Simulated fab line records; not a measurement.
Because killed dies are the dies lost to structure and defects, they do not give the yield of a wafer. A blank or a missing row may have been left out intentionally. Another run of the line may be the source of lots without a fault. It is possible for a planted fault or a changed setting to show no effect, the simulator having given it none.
Which of the tools did it?    flow sky130    42 wafers from 14 lots sampled at 6 of the route's 708 steps

## WHAT THE GAUGES READ, wafer by wafer
SKY_FIELD_ISO_BOW_MEAS_00.
lot   measured     on             INCOMING_BOW (um)
L897  day 1 10:00  film-metro-02  -7 8 -1
L899  day 1 20:01  film-metro-01  9 3 -3
L900  day 2 01:04  film-metro-02  -13 12 3
L902  day 2 11:00  film-metro-03  -8 1 12
L904  day 2 21:02  film-metro-02  -6 5 -8
L907  day 3 12:00  film-metro-03  5 2 10
L909  day 3 22:01  film-metro-02  4 -5 8
L913  day 4 18:00  film-metro-02  -8 13 5
L914  day 4 23:02  film-metro-03  2 -1 8
L916  day 5 09:00  film-metro-01  -7 -5 9
L917  day 5 14:00  film-metro-03  2 11 6
L918  day 5 19:00  film-metro-02  3 -4 -5
L919  day 6 00:01  film-metro-03  0 -1 2
L920  day 6 05:02  film-metro-02  -5 -7 -14

SKY_FIELD_ISO_THK_MEAS_02.
lot   measured     on             FIELD_ISO_OXIDATION_00_THK (nm)
L897  day 1 13:52  film-metro-03  11.76 11.63 11.86
L899  day 1 22:31  film-metro-02  11.87 11.96 11.82
L900  day 2 02:40  film-metro-02  12.21 12.00 11.94
L902  day 2 15:34  film-metro-02  11.94 11.65 11.74
L904  day 3 04:03  film-metro-01  11.79 11.76 11.89
L907  day 3 14:40  film-metro-01  11.93 11.99 11.69
L909  day 4 00:35  film-metro-03  11.84 11.88 11.82
L913  day 4 19:38  film-metro-02  11.57 11.50 11.58
L914  day 5 01:41  film-metro-02  12.20 12.09 11.94
L916  day 5 13:19  film-metro-01  11.58 11.62 11.54
L917  day 5 16:35  film-metro-01  12.14 12.42 12.24
L918  day 5 21:31  film-metro-02  11.96 12.11 11.85
L919  day 6 04:11  film-metro-01  11.96 11.98 11.98
L920  day 6 07:30  film-metro-02  11.74 11.65 11.65

SKY_PWDE_OVL_MEAS_07.
lot   measured     on          PWDE_OVL (nm)
L897  day 4 03:26  overlay-02  -0.2 -0.9 1.2
L899  day 4 19:25  overlay-02  -0.1 -1.1 0.9
L900  day 4 18:45  overlay-01  0.0 1.3 2.0
L907  day 6 02:47  overlay-01  1.1 0.2 -0.5
L909  day 6 14:56  overlay-02  0.4 0.1 1.0
L913  day 7 18:02  overlay-02  -0.1 1.5 0.9
L914  day 8 01:11  overlay-01  -0.2 1.4 -1.3
L916  day 8 09:32  overlay-02  2.9 1.3 0.6
L917  day 8 15:35  overlay-02  -1.3 -1.1 -2.3
L918  day 8 18:22  overlay-01  1.0 1.4 2.3
L919  day 9 00:11  overlay-01  2.5 2.7 2.5
L920  day 9 05:03  overlay-01  -0.4 -0.4 0.3

## WHICH TOOL RAN EACH LOT (tool, then ch and the chambers of the sampled wafers, then the start)
lot   SKY_FIELD_ISO_ETCH_14              SKY_FIELD_ISO_ETCH_15              SKY_FIELD_ISO_STRIP_16
L897  rie-diel-04 ch 0,1, day 2 08:03    rie-diel-04 ch 0,1, day 2 08:05    plasma-asher-02 ch 0,1, day 2 08:09
L899  rie-diel-01 ch 0,1,2, day 2 16:02  rie-diel-01 ch 0,1,2, day 2 16:05  plasma-asher-02 ch 0,1, day 2 16:08
L900  rie-diel-02 ch 1,2, day 2 20:11    rie-diel-02 ch 1,2, day 2 20:14    plasma-asher-01 ch 0,1, day 2 20:19
L902  rie-diel-02 ch 0,3, day 3 08:58    rie-diel-02 ch 0,3, day 3 09:00    plasma-asher-02 ch 0,1, day 3 09:04
L904  rie-diel-02 ch 0,2,3, day 3 22:05  rie-diel-02 ch 0,2,3, day 3 22:08  plasma-asher-02 ch 0,1, day 3 22:13
L907  rie-diel-01 ch 0,1,2, day 4 08:41  rie-diel-01 ch 0,1,2, day 4 08:44  plasma-asher-02 ch 0,1, day 4 08:47
L909  rie-diel-01 ch 1,2,3, day 4 20:46  rie-diel-01 ch 1,2,3, day 4 20:48  plasma-asher-04 ch 0,1, day 4 20:52
L913  rie-diel-01 ch 0,2,3, day 5 16:12  rie-diel-01 ch 0,2,3, day 5 16:14  plasma-asher-01 ch 0,1, day 5 16:18
L914  rie-diel-01 ch 2,3, day 5 20:49    rie-diel-01 ch 2,3, day 5 20:51    plasma-asher-04 ch 0,1, day 5 20:56
L916  rie-diel-02 ch 0,1,2, day 6 09:37  rie-diel-02 ch 0,1,2, day 6 09:39  plasma-asher-04 ch 0,1, day 6 09:42
L917  rie-diel-04 ch 0,2, day 6 14:02    rie-diel-04 ch 0,2, day 6 14:05    plasma-asher-02 ch 0,1, day 6 14:08
L918  rie-diel-04 ch 0,1, day 6 17:44    rie-diel-04 ch 0,1, day 6 17:47    plasma-asher-02 ch 0,1, day 6 17:50
L919  rie-diel-04 ch 0,3, day 7 00:46    rie-diel-04 ch 0,3, day 7 00:48    plasma-asher-04 ch 0,1, day 7 00:51
L920  rie-diel-04 ch 0,1,3, day 7 05:59  rie-diel-04 ch 0,1,3, day 7 06:02  plasma-asher-02 ch 0,1, day 7 06:07
- SKY_FIELD_ISO_ETCH_14: etches BARC in N2/H2, stops on SiO2, time 45.9 s, target depth 60 nm.
- SKY_FIELD_ISO_ETCH_15: etches the open film in CHF3/O2, stops on Si, target depth 180 nm, time 72 s.
- SKY_FIELD_ISO_STRIP_16: strips in O2/N2.

## WHAT THE TOOLS THEMSELVES READ (means of the sampled wafers that have a number; where no wafer has one, the mark that the record gives instead)
SKY_FIELD_ISO_ETCH_14.
lot   tool         drypump-motor-current-A (A)  h2-flow-sccm (sccm)  oes-product-au (a.u.)  rf-fwd-power-W (W)  run-length-s (s)  throttle-valve-pct (%)
L897  rie-diel-04  6.0                          200.4                0.849                  494.1               74.0              13.236
L899  rie-diel-01  6.2                          200.3                0.855                  494.5               74.5              13.224
L900  rie-diel-02  6.4                          200.3                0.861                  495.2               73.9              13.228
L902  rie-diel-02  5.4                          200.0                1.001                  -                   52.4              13.239
L904  rie-diel-02  5.8                          199.6                0.999                  -                   52.5              13.243
L907  rie-diel-01  6.2                          199.6                0.848                  495.8               74.3              13.220
L909  rie-diel-01  6.0                          200.4                0.854                  494.8               74.4              13.218
L913  rie-diel-01  5.7                          199.8                0.857                  496.6               74.3              13.221
L914  rie-diel-01  5.8                          199.4                0.853                  496.1               74.7              13.231
L916  rie-diel-02  6.2                          200.1                0.854                  495.3               74.2              13.219
L917  rie-diel-04  5.7                          199.1                0.851                  494.2               74.2              13.226
L918  rie-diel-04  6.0                          200.0                0.854                  493.9               74.0              13.217
L919  rie-diel-04  5.9                          200.1                0.853                  495.3               74.0              13.222
L920  rie-diel-04  6.0                          199.7                0.855                  493.6               73.9              13.230

SKY_FIELD_ISO_ETCH_15.
lot   tool         drypump-motor-current-A (A)  oes-product-au (a.u.)  rf-fwd-power-W (W)  run-length-s (s)  throttle-valve-pct (%)
L897  rie-diel-04  6.0                          0.943                  594.9               100.4             8.841
L899  rie-diel-01  6.2                          0.951                  595.4               100.5             8.834
L900  rie-diel-02  6.3                          0.944                  596.4               99.7              8.836
L902  rie-diel-02  5.4                          0.375                  596.4               100.1             8.669
L904  rie-diel-02  5.8                          0.376                  596.0               100.0             8.673
L907  rie-diel-01  6.2                          0.937                  597.0               100.5             8.833
L909  rie-diel-01  6.0                          0.948                  596.4               100.6             8.844
L913  rie-diel-01  5.7                          0.943                  595.4               100.3             8.835
L914  rie-diel-01  5.8                          0.946                  596.5               100.5             8.833
L916  rie-diel-02  6.2                          0.948                  595.5               100.0             8.836
L917  rie-diel-04  5.7                          0.950                  595.1               100.3             8.849
L918  rie-diel-04  6.0                          0.939                  594.4               100.3             8.849
L919  rie-diel-04  5.9                          0.944                  596.0               99.8              8.848
L920  rie-diel-04  6.0                          0.958                  593.3               100.1             8.854

SKY_FIELD_ISO_STRIP_16.
lot   tool             drypump-motor-current-A (A)  oes-product-au (a.u.)  strip-time-to-endpoint-s (s)
L897  plasma-asher-02  5.0                          0.375                  3.550
L899  plasma-asher-02  5.2                          0.383                  3.575
L900  plasma-asher-01  6.2                          0.381                  3.580
L902  plasma-asher-02  5.2                          0.389                  3.804
L904  plasma-asher-02  5.0                          0.387                  3.774
L907  plasma-asher-02  5.2                          0.378                  3.577
L909  plasma-asher-04  5.5                          0.381                  3.628
L913  plasma-asher-01  6.2                          0.381                  3.599
L914  plasma-asher-04  5.7                          0.383                  3.600
L916  plasma-asher-04  5.7                          0.376                  3.622
L917  plasma-asher-02  5.0                          0.380                  3.560
L918  plasma-asher-02  5.0                          0.380                  3.599
L919  plasma-asher-04  5.5                          0.378                  3.570
L920  plasma-asher-02  5.0                          0.382                  3.569

## THE ANSWER, worked out from the rows above alone
Rule: the usual values come from the lots themselves. The widest of any qualifying gaps counts: lots, ordered by their means at a reading, are off when they make up no more than a third of the lots, leave a main group of 4 or more, and stand apart from it by 3 or more times the standard deviation of that group's means. A main group is skipped when, at the precision printed for the reading in the tables above, its means are all equal. A lot without any number at a reading at which 4 lots or more have one is off too. All remaining lots with rows at the step are treated as sound. Order of review: gauges by route order, followed by the tools' own readings, for which a lot's mean as printed above is used. The first step at which some lot is off is used, and at that step the reading that is off furthest; a lot without a number counts as furthest.
Off at SKY_FIELD_ISO_ETCH_14 (rf-fwd-power-W): L902, L904. Without a number there: L902, L904. For the main group the mean is 494.9 W and the standard deviation 0.89.
A tool fits if, at that step or a process step before it, it ran every lot that is off, and no sound lot after the first of them. Of those tried, none fits.

## WHAT THE SIMULATOR HAD PUT IN
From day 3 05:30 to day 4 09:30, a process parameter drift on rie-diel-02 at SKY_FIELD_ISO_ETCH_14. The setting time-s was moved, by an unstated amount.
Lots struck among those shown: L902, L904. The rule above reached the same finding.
